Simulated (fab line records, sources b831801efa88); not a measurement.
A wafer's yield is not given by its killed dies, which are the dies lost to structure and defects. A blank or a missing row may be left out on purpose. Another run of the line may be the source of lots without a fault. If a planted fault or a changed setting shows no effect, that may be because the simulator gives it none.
Which of the tools did it? / flow sky130 / 27 wafers from 9 lots sampled at 4 of the route's 708 steps

WHAT THE GAUGES READ, wafer by wafer
SKY_VIA2_CD_MEAS_12: the cd target is 200 nm. Usual: cd-nm 200.2 nm, standard deviation 1.4.
lot=L322; measured=day 36 14:23; on=cd-sem-02; cd-nm (nm)=201.4 200.9 201.4; flag=
lot=L323; measured=day 36 22:46; on=cd-sem-01; cd-nm (nm)=200.3 200.6 200.1; flag=
lot=L324; measured=day 37 07:46; on=cd-sem-02; cd-nm (nm)=202.2 202.6 201.7; flag=
lot=L325; measured=day 37 23:38; on=cd-sem-01; cd-nm (nm)=202.8 202.2 201.8; flag=
lot=L326; measured=day 38 07:30; on=cd-sem-02; cd-nm (nm)=203.4 202.8 203.4; flag=
lot=L334; measured=day 40 19:04; on=cd-sem-01; cd-nm (nm)=195.2 200.7 194.1 195.1 200.6 194.2; flag=
lot=L338; measured=day 41 12:44; on=cd-sem-02; cd-nm (nm)=200.2 198.5 199.3; flag=
lot=L341; measured=day 42 11:14; on=cd-sem-01; cd-nm (nm)=200.9 200.1 200.8; flag=
lot=L344; measured=day 43 07:59; on=cd-sem-02; cd-nm (nm)=201.1 200.0 200.3; flag=

EACH LOT AND THE TOOL THAT RAN IT (in order: tool; ch and the chambers of the sampled wafers; start)
lot=L322; SKY_METAL1_ETCH_18=rie-metal-04 ch 0,1, day 33 02:50; SKY_METAL2_SPUTTER_03=pvd-sputter-04, day 34 07:27; SKY_VIA2_DEVELOP_11=litho-track-03 ch 0, day 36 14:00
lot=L323; SKY_METAL1_ETCH_18=rie-metal-03 ch 0,1, day 33 10:52; SKY_METAL2_SPUTTER_03=pvd-sputter-02, day 34 15:59; SKY_VIA2_DEVELOP_11=litho-track-02 ch 0, day 36 22:00
lot=L324; SKY_METAL1_ETCH_18=rie-metal-02 ch 0,1, day 33 19:50; SKY_METAL2_SPUTTER_03=pvd-sputter-04, day 35 01:23; SKY_VIA2_DEVELOP_11=litho-track-02 ch 0, day 37 07:00
lot=L325; SKY_METAL1_ETCH_18=rie-metal-04 ch 0,1, day 34 12:26; SKY_METAL2_SPUTTER_03=pvd-sputter-02, day 35 17:36; SKY_VIA2_DEVELOP_11=litho-track-04 ch 0, day 37 23:00
lot=L326; SKY_METAL1_ETCH_18=rie-metal-02 ch 0,1, day 34 20:28; SKY_METAL2_SPUTTER_03=pvd-sputter-02, day 36 02:05; SKY_VIA2_DEVELOP_11=litho-track-02 ch 0, day 38 07:00
lot=L334; SKY_METAL1_ETCH_18=rie-metal-02 ch 0,1, day 37 11:27; SKY_METAL2_SPUTTER_03=pvd-sputter-03, day 38 15:56; SKY_VIA2_DEVELOP_11=litho-track-03 ch 0, day 40 18:00
lot=L338; SKY_METAL1_ETCH_18=rie-metal-04 ch 1, day 38 06:22; SKY_METAL2_SPUTTER_03=pvd-sputter-02, day 39 10:20; SKY_VIA2_DEVELOP_11=litho-track-04 ch 0, day 41 12:00
lot=L341; SKY_METAL1_ETCH_18=rie-metal-03 ch 0,1, day 39 06:12; SKY_METAL2_SPUTTER_03=pvd-sputter-03, day 40 09:38; SKY_VIA2_DEVELOP_11=litho-track-02 ch 0, day 42 10:00
lot=L344; SKY_METAL1_ETCH_18=rie-metal-02 ch 0,1, day 40 03:29; SKY_METAL2_SPUTTER_03=pvd-sputter-03, day 41 06:15; SKY_VIA2_DEVELOP_11=litho-track-02 ch 0, day 43 07:00
- SKY_METAL1_ETCH_18: etches BARC in N2/H2, stops on SiO2, time 45.9 s, target depth 60 nm.
- SKY_METAL2_SPUTTER_03: material Ti, target thk 5 nm, time 3.3 s.
- SKY_VIA2_DEVELOP_11: develop time 60 s.

AS READ BY THE TOOLS THEMSELVES (means over the sampled wafers that have a number; for cases with no such wafer, the mark the record gives instead)
SKY_METAL1_ETCH_18. Usual: drypump-motor-current-A 5.7 A, standard deviation 0.67; oes-product-au 0.854 a.u., standard deviation 0.0046; rf-fwd-power-W 495.2 W, standard deviation 2.1; throttle-valve-pct 13.224 %, standard deviation 0.0096.
lot=L322; tool=rie-metal-04; drypump-motor-current-A (A)=5.4; oes-product-au (a.u.)=0.852; rf-fwd-power-W (W)=496.1; throttle-valve-pct (%)=13.224; flag=
lot=L323; tool=rie-metal-03; drypump-motor-current-A (A)=6.1; oes-product-au (a.u.)=0.856; rf-fwd-power-W (W)=495.0; throttle-valve-pct (%)=13.234; flag=
lot=L324; tool=rie-metal-02; drypump-motor-current-A (A)=5.9; oes-product-au (a.u.)=0.858; rf-fwd-power-W (W)=496.1; throttle-valve-pct (%)=13.231; flag=
lot=L325; tool=rie-metal-04; drypump-motor-current-A (A)=5.7; oes-product-au (a.u.)=0.859; rf-fwd-power-W (W)=493.8; throttle-valve-pct (%)=13.223; flag=
lot=L326; tool=rie-metal-02; drypump-motor-current-A (A)=5.3; oes-product-au (a.u.)=0.852; rf-fwd-power-W (W)=494.5; throttle-valve-pct (%)=13.231; flag=
lot=L334; tool=rie-metal-02; drypump-motor-current-A (A)=5.3; oes-product-au (a.u.)=0.852; rf-fwd-power-W (W)=498.0; throttle-valve-pct (%)=13.228; flag=
lot=L338; tool=rie-metal-04; drypump-motor-current-A (A)=6.0; oes-product-au (a.u.)=0.856; rf-fwd-power-W (W)=493.9; throttle-valve-pct (%)=13.227; flag=
lot=L341; tool=rie-metal-03; drypump-motor-current-A (A)=6.1; oes-product-au (a.u.)=0.851; rf-fwd-power-W (W)=496.6; throttle-valve-pct (%)=13.218; flag=
lot=L344; tool=rie-metal-02; drypump-motor-current-A (A)=5.3; oes-product-au (a.u.)=0.855; rf-fwd-power-W (W)=495.2; throttle-valve-pct (%)=13.240; flag=

SKY_METAL2_SPUTTER_03. Usual: throttle-valve-pct 30.4 %, standard deviation 1.3.
lot=L322; tool=pvd-sputter-04; throttle-valve-pct (%)=30.0; flag=
lot=L323; tool=pvd-sputter-02; throttle-valve-pct (%)=31.0; flag=
lot=L324; tool=pvd-sputter-04; throttle-valve-pct (%)=29.9; flag=
lot=L325; tool=pvd-sputter-02; throttle-valve-pct (%)=30.3; flag=
lot=L326; tool=pvd-sputter-02; throttle-valve-pct (%)=30.9; flag=
lot=L334; tool=pvd-sputter-03; throttle-valve-pct (%)=30.1; flag=
lot=L338; tool=pvd-sputter-02; throttle-valve-pct (%)=30.2; flag=
lot=L341; tool=pvd-sputter-03; throttle-valve-pct (%)=29.8; flag=
lot=L344; tool=pvd-sputter-03; throttle-valve-pct (%)=30.3; flag=

SKY_VIA2_DEVELOP_11. Usual: chill-plate-temp-C 22.98 C, standard deviation 0.1; resist-line-temp-C 22.98 C, standard deviation 0.12.
lot=L322; tool=litho-track-03; chill-plate-temp-C (C)=22.96; resist-line-temp-C (C)=22.95; flag=
lot=L323; tool=litho-track-02; chill-plate-temp-C (C)=22.89; resist-line-temp-C (C)=22.96; flag=
lot=L324; tool=litho-track-02; chill-plate-temp-C (C)=23.02; resist-line-temp-C (C)=23.01; flag=
lot=L325; tool=litho-track-04; chill-plate-temp-C (C)=22.93; resist-line-temp-C (C)=22.90; flag=
lot=L326; tool=litho-track-02; chill-plate-temp-C (C)=23.03; resist-line-temp-C (C)=22.99; flag=
lot=L334; tool=litho-track-03; chill-plate-temp-C (C)=22.83; resist-line-temp-C (C)=23.01; flag=
lot=L338; tool=litho-track-04; chill-plate-temp-C (C)=22.89; resist-line-temp-C (C)=22.98; flag=
lot=L341; tool=litho-track-02; chill-plate-temp-C (C)=22.91; resist-line-temp-C (C)=23.08; flag=
lot=L344; tool=litho-track-02; chill-plate-temp-C (C)=22.91; resist-line-temp-C (C)=22.83; flag=

THE ANSWER, worked out from the rows above alone
Rule: take the mean of a lot's wafers that have a number; if it is more than 3 standard deviations from the usual mean, the lot is off. A lot without any number at a reading at which 4 lots or more have one is off too. Any other lot the step has rows for is counted as sound. Order of review: gauges by route order, followed by the tools' own readings, for which a lot's mean as printed above is used. The first step at which some lot is off is used, and at that step the reading that is off furthest; a lot without a number counts as furthest.
No lot is off on any of the readings shown, so nothing can be concluded from this.

WHAT WAS PUT IN BY THE SIMULATOR
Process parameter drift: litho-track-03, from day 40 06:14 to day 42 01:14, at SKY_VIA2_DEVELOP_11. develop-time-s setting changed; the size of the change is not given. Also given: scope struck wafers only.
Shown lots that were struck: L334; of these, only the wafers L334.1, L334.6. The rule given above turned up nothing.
